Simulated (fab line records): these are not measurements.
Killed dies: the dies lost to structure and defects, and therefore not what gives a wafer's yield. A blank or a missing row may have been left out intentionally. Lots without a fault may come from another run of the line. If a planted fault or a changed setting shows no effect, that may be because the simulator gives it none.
The tool behind it: which one? + flow gf180mcu + 30 wafers from 10 lots sampled at 5 of the route's 602 steps

== WHAT EACH GAUGE READ, for each wafer ==
GF_M3_CD_MEAS_14: target cd 280 nm. Usual: cd_nm at 279.8 nm, with a standard deviation of 1.2.
| lot  | measured     | on        | cd_nm (nm)        | flag |
|------|--------------|-----------|-------------------|------|
| L734 | day 21 16:31 | cd_sem-02 | 281.2 279.6 280.3 |      |
| L736 | day 22 17:23 | cd_sem-01 | 279.7 278.3 280.1 |      |
| L743 | day 25 00:25 | cd_sem-01 | 279.6 279.7 279.3 |      |
| L742 | day 25 02:55 | cd_sem-02 | 279.7 277.7 279.4 |      |
| L745 | day 25 17:25 | cd_sem-02 | 281.2 281.7 281.1 |      |
| L746 | day 25 19:07 | cd_sem-02 | 277.0 277.7 279.0 |      |
| L748 | day 26 15:50 | cd_sem-01 | 279.9 280.2 281.8 |      |
| L749 | day 26 21:36 | cd_sem-02 | 279.2 279.7 279.2 |      |
| L754 | day 28 03:08 | cd_sem-01 | 281.8 280.9 280.9 |      |
| L755 | day 28 10:19 | cd_sem-02 | 279.9 278.5 278.8 |      |

GF_V3_RS_MEAS_24: a four-point-probe measurement. Usual: V3_W_RS gives 0.327 ohm/sq (standard deviation 0.0037).
| lot  | measured     | on            | V3_W_RS (ohm/sq)  | flag |
|------|--------------|---------------|-------------------|------|
| L734 | day 22 18:50 | film_metro-04 | 0.327 0.326 0.326 |      |
| L736 | day 23 18:36 | film_metro-04 | 0.325 0.322 0.326 |      |
| L743 | day 25 23:52 | film_metro-04 | 0.329 0.333 0.331 |      |
| L742 | day 26 02:53 | film_metro-04 | 0.329 0.323 0.325 |      |
| L745 | day 26 16:37 | film_metro-04 | 0.329 0.329 0.327 |      |
| L746 | day 26 18:53 | film_metro-04 | 0.416 0.320 0.322 | OFF  |
| L748 | day 27 14:45 | film_metro-04 | 0.335 0.331 0.335 |      |
| L749 | day 27 20:44 | film_metro-02 | 0.429 0.421 0.421 | OFF  |
| L754 | day 29 01:31 | film_metro-04 | 0.333 0.331 0.332 |      |
| L755 | day 29 07:51 | film_metro-02 | 0.323 0.323 0.321 |      |

GF_V3_THK_MEAS_25: measures by xrf. Usual: V3_W_THK gives 347 nm (standard deviation 4.7).
| lot  | measured     | on            | V3_W_THK (nm) | flag |
|------|--------------|---------------|---------------|------|
| L734 | day 22 18:56 | film_metro-04 | 346 346 348   |      |
| L736 | day 23 18:43 | film_metro-04 | 347 349 345   |      |
| L743 | day 25 23:59 | film_metro-04 | 343 337 346   |      |
| L742 | day 26 03:00 | film_metro-04 | 345 353 350   |      |
| L745 | day 26 16:44 | film_metro-04 | 346 347 347   |      |
| L746 | day 26 18:59 | film_metro-04 | 272 355 354   | OFF  |
| L748 | day 27 14:52 | film_metro-04 | 337 340 338   |      |
| L749 | day 27 20:52 | film_metro-02 | 267 269 272   | OFF  |
| L754 | day 29 01:37 | film_metro-04 | 337 338 339   |      |
| L755 | day 29 07:58 | film_metro-02 | 351 348 352   |      |

== TOOL THAT RAN EACH LOT (tool first, then ch and the chambers of the sampled wafers, then the start) ==
| lot  | GF_M3_STRIP_17                       | GF_V3_CVD_23                  |
|------|--------------------------------------|-------------------------------|
| L734 | plasma_asher-02 ch 0,1, day 21 16:52 | cvd_w-01 ch 0,1, day 22 18:42 |
| L736 | plasma_asher-02 ch 1, day 22 17:40   | cvd_w-01 ch 0,1, day 23 18:28 |
| L743 | plasma_asher-02 ch 0,1, day 25 00:41 | cvd_w-01 ch 0,1, day 25 23:44 |
| L742 | plasma_asher-02 ch 0,1, day 25 03:11 | cvd_w-01 ch 0,1, day 26 02:46 |
| L745 | plasma_asher-03 ch 0,1, day 25 17:41 | cvd_w-02 ch 1, day 26 16:23   |
| L746 | plasma_asher-01 ch 0,1, day 25 19:22 | cvd_w-01 ch 0,1, day 26 18:46 |
| L748 | plasma_asher-02 ch 0,1, day 26 16:05 | cvd_w-02 ch 0,1, day 27 14:37 |
| L749 | plasma_asher-03 ch 0,1, day 26 21:52 | cvd_w-01 ch 1, day 27 20:37   |
| L754 | plasma_asher-03 ch 0,1, day 28 03:25 | cvd_w-02 ch 0,1, day 29 01:24 |
| L755 | plasma_asher-02 ch 0,1, day 28 10:34 | cvd_w-02 ch 0,1, day 29 07:43 |
- GF_M3_STRIP_17: strips in O2/N2.
- GF_V3_CVD_23: deposits W, target thk 350 nm, time 104.9 s.

== WHAT THE TOOLS THEMSELVES READ (means of the sampled wafers that have a number; where no wafer has one, the mark that the record gives instead) ==
GF_M3_STRIP_17. Usual: drypump_motor_current_A 5.9 A, standard deviation 0.6; heater_power_w 335 W, standard deviation 23; oes_product_au 0.559 a.u., standard deviation 0.0053; strip_time_to_endpoint_s 7.91 s, standard deviation 0.052.
| lot  | tool            | drypump_motor_current_A (A) | heater_power_w (W) | oes_product_au (a.u.) | strip_time_to_endpoint_s (s) | flag |
|------|-----------------|-----------------------------|--------------------|-----------------------|------------------------------|------|
| L734 | plasma_asher-02 | 6.0                         | 337                | 0.558                 | 7.89                         |      |
| L736 | plasma_asher-02 | 6.0                         | 348                | 0.565                 | 7.92                         |      |
| L743 | plasma_asher-02 | 6.0                         | 340                | 0.561                 | 7.86                         |      |
| L742 | plasma_asher-02 | 6.0                         | 337                | 0.559                 | 7.91                         |      |
| L745 | plasma_asher-03 | 5.3                         | 348                | 0.564                 | 7.94                         |      |
| L746 | plasma_asher-01 | 6.1                         | 296                | 0.556                 | 7.92                         |      |
| L748 | plasma_asher-02 | 6.0                         | 340                | 0.555                 | 7.87                         |      |
| L749 | plasma_asher-03 | 5.3                         | 346                | 0.560                 | 7.94                         |      |
| L754 | plasma_asher-03 | 5.3                         | 342                | 0.561                 | 7.95                         |      |
| L755 | plasma_asher-02 | 6.0                         | 342                | 0.560                 | 7.82                         |      |

GF_V3_CVD_23. Usual: heater_power_w at 885 W, with a standard deviation of 43.
| lot  | tool     | heater_power_w (W) | flag |
|------|----------|--------------------|------|
| L734 | cvd_w-01 | 874                |      |
| L736 | cvd_w-01 | 898                |      |
| L743 | cvd_w-01 | 911                |      |
| L742 | cvd_w-01 | 909                |      |
| L745 | cvd_w-02 | 892                |      |
| L746 | cvd_w-01 | 900                |      |
| L748 | cvd_w-02 | 886                |      |
| L749 | cvd_w-01 | 833                |      |
| L754 | cvd_w-02 | 880                |      |
| L755 | cvd_w-02 | 877                |      |

== THE ANSWER, worked out from the rows above alone ==
Rule: a lot is off if the mean of its wafers that have a number lies more than 3 standard deviations from the usual mean. Also off: a lot with no number at a reading for which 4 or more lots have one. Any other lot the step has rows for is counted as sound. The gauges are gone through in route order, then the tools' own readings, and for those a lot's mean is taken as printed above. At the first step where some lot is off, the reading lying furthest off is the one used; lots without a number count as furthest.
Off: at GF_V3_RS_MEAS_24 (V3_W_RS), L746, L749.
A tool fits if, at a process step before that reading, it ran every lot that is off, and no sound lot after the first of them. Gauges at GF_V3_RS_MEAS_24: tried the same way as those tools. One fits: cvd_w-01 at GF_V3_CVD_23. A fault onset in the window from L742 (day 26 02:46, its last sound lot) to L746 (day 26 18:46, its first lot off) fits.

== WHAT WAS PUT IN BY THE SIMULATOR ==
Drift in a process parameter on cvd_w-01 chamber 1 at GF_V3_CVD_23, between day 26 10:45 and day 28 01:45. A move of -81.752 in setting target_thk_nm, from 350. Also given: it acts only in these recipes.
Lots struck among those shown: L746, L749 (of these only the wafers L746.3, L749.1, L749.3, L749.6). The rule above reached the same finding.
